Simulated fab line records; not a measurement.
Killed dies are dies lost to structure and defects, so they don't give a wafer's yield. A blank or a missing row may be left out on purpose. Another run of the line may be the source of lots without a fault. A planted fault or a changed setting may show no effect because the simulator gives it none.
2 desks, one fault :: flow gf180mcu :: numbers are kept per desk, each desk with only its own; the story behind them comes last

== DESK OF THE TOOL OWNER: cvd_w-02 ==
The tool's own readings at GF_V1_CVD_23 (deposits W, target thk 350 nm, time 105.05 s): means of the sampled wafers that have a number, for each lot that ran on this tool. Any lot whose mean is over 4 standard deviations away from the usual mean is out of limits and marked OUT; that distance is given in the brackets.
Columns: A = heater_power_w at GF_V1_CVD_23, usual 847 W
lot: L379
first seen here: day 18 16:02
A: 846

lot: L383
first seen here: day 19 21:44
A: 843

lot: L384
first seen here: day 20 02:33
A: 854

lot: L388
first seen here: day 21 15:56
A: 884

lot: L395
first seen here: day 24 01:59
A: 860

lot: L397
first seen here: day 24 15:17
A: 873
Finding of this desk: none of the 6 lots has anything out of limits.

== AT THE METROLOGY DESK ==
What the gauges read for every lot (on any tool): the sampled wafers with a number, averaged. Any lot whose mean is over 4 standard deviations away from the usual mean is out of limits and marked OUT; that distance is given in the brackets.
Columns: A = V1_CVD_00_THK at GF_V1_THK_MEAS_01, usual 621 nm; B = V1_W_RS at GF_V1_RS_MEAS_24, usual 0.329 ohm/sq; C = V1_W_THK at GF_V1_THK_MEAS_25, usual 359 nm; D = M2_ALCU_RS at GF_M2_RS_MEAS_05, usual 0.0692 ohm/sq
lot: L379
first seen here: day 17 15:15
A: 623
B: 0.325
C: 368
D: 0.0687

lot: L381
first seen here: day 18 06:29
A: 621
B: 0.323
C: 365
D: 0.0698

lot: L383
first seen here: day 18 19:08
A: 639
B: 0.330
C: 355
D: 0.0687

lot: L384
first seen here: day 19 00:29
A: 613
B: 0.331
C: 353
D: 0.0703

lot: L388
first seen here: day 20 15:20
A: 615
B: 0.336
C: 350
D: 0.0695

lot: L390
first seen here: day 21 09:39
A: 616
B: 0.331
C: 356
D: 0.0692

lot: L395
first seen here: day 23 02:14
A: 630
B: 0.219 (-19) OUT
C: 547 (+27) OUT
D: 0.0693

lot: L396
first seen here: day 23 11:46
A: 620
B: 0.332
C: 356
D: 0.0694

lot: L397
first seen here: day 23 16:02
A: 628
B: 0.219 (-19) OUT
C: 550 (+27) OUT
D: 0.0686

lot: L398
first seen here: day 24 04:19
A: 619
B: 0.319
C: 371
D: 0.0692

lot: L402
first seen here: day 25 04:36
A: 619
B: 0.328
C: 361
D: 0.0701
This desk reports L395, L397 out of limits; the earliest was L395 at day 24 02:07 (V1_W_RS at GF_V1_RS_MEAS_24). In limits: L379, L381, L383, L384, L388, L390, L396, L398, L402.

== BROUGHT TOGETHER ==
An alarm was possible from the metrology desk at day 24 02:07, on L395, L397.
Nothing out of limits was seen by the tool owner's desk.
Tool owner's desk: L395, L397 on record, inside its limits.
On cvd_w-02, each named lot ran GF_V1_CVD_23.

== WHAT THE SIMULATOR HAD INSERTED ==
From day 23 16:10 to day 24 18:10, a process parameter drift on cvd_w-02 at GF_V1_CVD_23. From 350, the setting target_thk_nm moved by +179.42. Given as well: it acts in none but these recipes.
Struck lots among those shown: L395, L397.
Time in hours between the start of the fault and the first out-of-limits reading at each desk: metrology desk, 10.
